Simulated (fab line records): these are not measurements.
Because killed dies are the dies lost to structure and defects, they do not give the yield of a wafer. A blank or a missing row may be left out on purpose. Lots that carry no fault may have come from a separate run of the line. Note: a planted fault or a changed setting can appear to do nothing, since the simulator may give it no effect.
A single fault, viewed from 2 desks -- flow sky130 -- each desk has only its own numbers; what lay behind them comes last

== FROM THE METROLOGY DESK ==
What the gauges read, lot by lot, whatever tool the lot ran on: means of the sampled wafers that have a number. A lot is out of limits, marked OUT, if its mean lies more than 4 standard deviations from the usual mean; the brackets give that distance. Only the readings that lie furthest out on some lot appear, 7 of the 10 it has.
Columns: A = NWELL_TW at SKY_NWELL_TW_MEAS_15, usual 1815; B = NWELL_01_OVL at SKY_NWELL_OVL_MEAS_23, usual -1.0 nm; C = NWELL_2_TW at SKY_NWELL_TW_MEAS_26, usual 496; D = PWDE_RS at SKY_NWELL_RS_MEAS_31, usual 5278 ohm/sq; E = VT_ADJUST_HVTP_OVL at SKY_VT_ADJUST_HVTP_OVL_MEAS_08, usual -0.9 nm; F = VT_ADJUST_HVTP_TW at SKY_VT_ADJUST_HVTP_TW_MEAS_11, usual 1352; G = VT_ADJUST_LVTN_OVL at SKY_VT_ADJUST_LVTN_OVL_MEAS_07, usual -0.6 nm
lot,first seen here,A,B,C,D,E,F,G
L525,day 5 15:00,1825,-1.1,491,5257,-0.7,1348,-0.4
L526,day 5 20:43,1792,-0.8,497,5272,-0.6,1353,-0.2
L528,day 6 04:42,1798,-2.1,501,5249,-0.1,1345,-3.0
L529,day 6 12:19,1841,1.0,499,5281,1.8,1337,0.5
L541,day 9 08:10,1821,-3.9,494,5277,-1.4,1356,-1.9
L543,day 9 21:23,1825,-1.6,497,5262,-0.9,1344,-1.6
This desk's verdict: no lot among the 6 shows anything out of limits.

== TOOL OWNER'S DESK, litho track-01 ==
The tool's own readings at SKY_NWELL_DEVELOP_22 (develop time 60 s): means of the sampled wafers that have a number, for each lot that ran on this tool. A lot is out of limits, marked OUT, if its mean lies more than 4 standard deviations from the usual mean; the brackets give that distance.
Columns: A = chill plate temp C at SKY_NWELL_DEVELOP_22, usual 23.01 C
lot,first seen here,A
L526,day 6 15:00,23.04
L528,day 6 23:00,22.97
L529,day 7 07:00,23.08
L541,day 10 07:00,23.03
L543,day 10 20:00,22.91
This desk's verdict: no lot among the 5 shows anything out of limits.

== ALL TOGETHER ==
Metrology desk: nothing out of limits seen.
The tool owner's desk saw nothing out of limits.

== WHAT THE SIMULATOR HAD PUT IN ==
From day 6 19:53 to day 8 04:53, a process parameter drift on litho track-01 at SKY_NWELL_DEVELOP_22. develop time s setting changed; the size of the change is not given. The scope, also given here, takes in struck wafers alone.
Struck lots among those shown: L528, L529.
